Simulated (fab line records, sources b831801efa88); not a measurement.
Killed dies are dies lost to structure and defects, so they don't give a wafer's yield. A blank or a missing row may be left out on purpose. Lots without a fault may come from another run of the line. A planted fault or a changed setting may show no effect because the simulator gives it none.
Chamber matching | flow sky130 | SKY_CONTACT_CMP_04 on cmp-02: 3 sister chambers
The step polishes SiO2. 6 wafers are shown with their chamber, then 4 later ones without.

WAFERS WITH THEIR CHAMBER
wafer  | chamber | motor_current_A (A) | time_to_endpoint_s (s)
L841.1 | 0       | 13.2                | 81
L844.4 | 0       | 12.3                | 77
L847.3 | 3       | 13.0                | 81
L847.6 | 2       | 14.0                | 79
L850.1 | 2       | 14.3                | 85
L850.2 | 3       | 13.9                | 83

WAFERS WITHOUT THEIR CHAMBER
wafer  | motor_current_A (A) | time_to_endpoint_s (s)
L855.1 | 12.5                | 82
L855.6 | 12.7                | 80
L860.1 | 15.2                | 89
L860.3 | 12.4                | 83

WHICH CHAMBER EACH WENT THROUGH
wafer  | from the rows above          | in truth
L855.1 | can't be placed: 0 or 3      | 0
L855.6 | can't be placed: 0 or 3      | 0
L860.1 | can't be placed: 2 or 3      | 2
L860.3 | can't be placed: 0 or 3 or 2 | 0
Placed correctly: 0 of 4. Can't be placed from these rows: 4 (the true chamber is among the candidates in 4). Placed wrongly: 0.
How it was worked out, from the rows above alone: a wafer's distance from a chamber is the root of the sum, over the readings, of the square of ((its reading less the chamber's mean) divided by the reading's scatter). The wafer belongs to the nearest chamber; if the next one is less than 2 further off, it can't be placed. A chamber's mean is the mean of its shown wafers. The scatter: the root of (the sum of the squares of (reading less its chamber's mean) over the shown wafers, divided by (wafers less chambers)).
